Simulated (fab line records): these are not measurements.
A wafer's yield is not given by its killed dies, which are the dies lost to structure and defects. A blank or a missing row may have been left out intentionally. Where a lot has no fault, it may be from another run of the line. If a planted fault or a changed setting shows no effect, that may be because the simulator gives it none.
Matching of chambers | flow sky130 | 4 sister chambers for SKY_VIA4_ETCH_12 on rie_diel-03
The step etches SiO2 in C4F8/O2/Ar, stops on TiN, target depth 580 nm. 4 wafers are shown with their chamber, then 8 later ones without.

== EACH WAFER AND ITS CHAMBER ==
wafer  | chamber | bias_w (W)
L088.1 | 3       | 1198
L088.2 | 1       | 1206
L088.4 | 0       | 1201
L090.1 | 2       | 1197

== WAFERS WITH NO CHAMBER GIVEN ==
wafer  | bias_w (W)
L090.4 | 1197
L090.6 | 1204
L091.1 | 1204
L091.2 | 1198
L091.3 | 1203
L097.1 | 1201
L097.5 | 1204
L097.6 | 1197

== THE CHAMBER EACH PASSED THROUGH ==
wafer  | from the rows above     | in truth
L090.4 | can't be placed: 2 or 3 | 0
L090.6 | can't be placed: 1 or 0 | 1
L091.1 | can't be placed: 1 or 0 | 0
L091.2 | can't be placed: 3 or 2 | 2
L091.3 | can't be placed: 0 or 1 | 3
L097.1 | 0                       | 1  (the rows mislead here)
L097.5 | can't be placed: 1 or 0 | 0
L097.6 | can't be placed: 2 or 3 | 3
Correctly placed: 0 of 8. From these rows, 7 cannot be placed; in 5 the true chamber is one of the candidates. Wrongly placed: 1.
How it was worked out, from the rows above alone: a wafer's distance from a chamber is the root of the sum, over the readings, of the square of ((its reading less the chamber's mean) divided by the reading's scatter). If the next closest chamber is less than 2 further off than the closest, the wafer can't be placed; otherwise it belongs to the closest. Each chamber's mean is taken over the wafers shown for it. The scatter: with one shown wafer a chamber, the root of the mean of the squares of how far each hidden wafer lies from its nearest shown one.
